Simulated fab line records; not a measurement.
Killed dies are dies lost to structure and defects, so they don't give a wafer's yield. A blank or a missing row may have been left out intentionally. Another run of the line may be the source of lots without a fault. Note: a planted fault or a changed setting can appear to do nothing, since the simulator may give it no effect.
Code-filled problem report in 8D (eight disciplines) form | flow gf180mcu | the parts of the form that need people (team, actions taken, sign-off) are left out

1. THE PROBLEM
At GF_M1_SPUTTER_01, cathode-dc-power-W averages 6300.2 W over 6 wafers from 2 lots, while fault-free wafers read 6500.0 W, standard deviation 1.1. So: -99 or more standard deviations from the usual mean.
The step: material TiN, target thk 30 nm, time 25 s.
First observed at day 22 00:07: wafer L516.1, on pvd-sputter-01. Wafers with a number at this step in the record: 39, from 13 lots. The rule behind "out" and "out of limits": a value lying over 4 standard deviations away from the usual mean. The other wafers with a number count as sound.

2. WHAT IT IS, WHAT IT ISN'T
question                    | is                     | is not
which readings at this step | cathode-dc-power-W     | throttle-valve-pct
which lots                  | L516, L517             | L501, L502, L504, L505, L507, L509, L510, L511, L513, L514, L515
which wafers of those lots  | all that have a number | -
read on which tools         | pvd-sputter-01         | pvd-sputter-02, pvd-sputter-04
when                        | from day 22 00:07      | up to then (33 sound wafers)

3. SUSPECTS, AND WHAT RULES EACH OUT
Counting: any tool at a process step up to the reading is kept as a suspect provided that every lot that is out went through it and no sound lot did after the first of them.
- pvd-sputter-01 at GF_M1_SPUTTER_00 (material Ti, target thk 37.5 nm, time 150 s): kept. It processed each lot that is out, first L516 at day 22 00:01, and no sound lot thereafter; up to then, the last sound lot it processed was L515 at day 21 19:36.
- pvd-sputter-01 at GF_M1_SPUTTER_01 (material TiN, target thk 30 nm, time 25 s): kept. It processed each lot that is out, first L516 at day 22 00:07, and no sound lot thereafter; up to then, the last sound lot it processed was L515 at day 21 19:42. Its own cathode-dc-power-W readings are out on those wafers.
Left after counting: pvd-sputter-01 at GF_M1_SPUTTER_00, pvd-sputter-01 at GF_M1_SPUTTER_01.

4. THE CAUSE (what the simulator had put in)
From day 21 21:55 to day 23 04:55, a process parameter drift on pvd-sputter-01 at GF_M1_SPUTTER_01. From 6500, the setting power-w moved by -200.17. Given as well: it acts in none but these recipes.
Of the 2 suspects that counting leaves, this tool is one.

5. SEQUENCE OF EFFECTS, ordered by route
One row per reading whose mean, taken over the struck wafers that have a number, lies over 3 standard deviations from the usual. Scope: only readings with a usual standard deviation given in the record; hours: median across lots of the time from each lot's start at the first step in this table that gives one to its start at this step; sigmas: change in usual standard deviations.
hours | step             | reading            | usual    | on struck wafers | change | sigmas
0     | GF_M1_SPUTTER_01 | cathode-dc-power-W | 6500.0 W | 6300.2           | -199.8 | -99 or more
Process steps it contains:
- GF_M1_SPUTTER_01: material TiN, target thk 30 nm, time 25 s.
Later measuring or inspecting steps at which every struck wafer that the step has a row for has a number for every such reading, and none has moved that far: GF_M1_RS_MEAS_05.

6. HOW IT WOULD HAVE BEEN CAUGHT EARLIER
2 hours passed between the start of the fault at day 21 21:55 and the first reading out of limits in this record, taken at day 22 00:07.
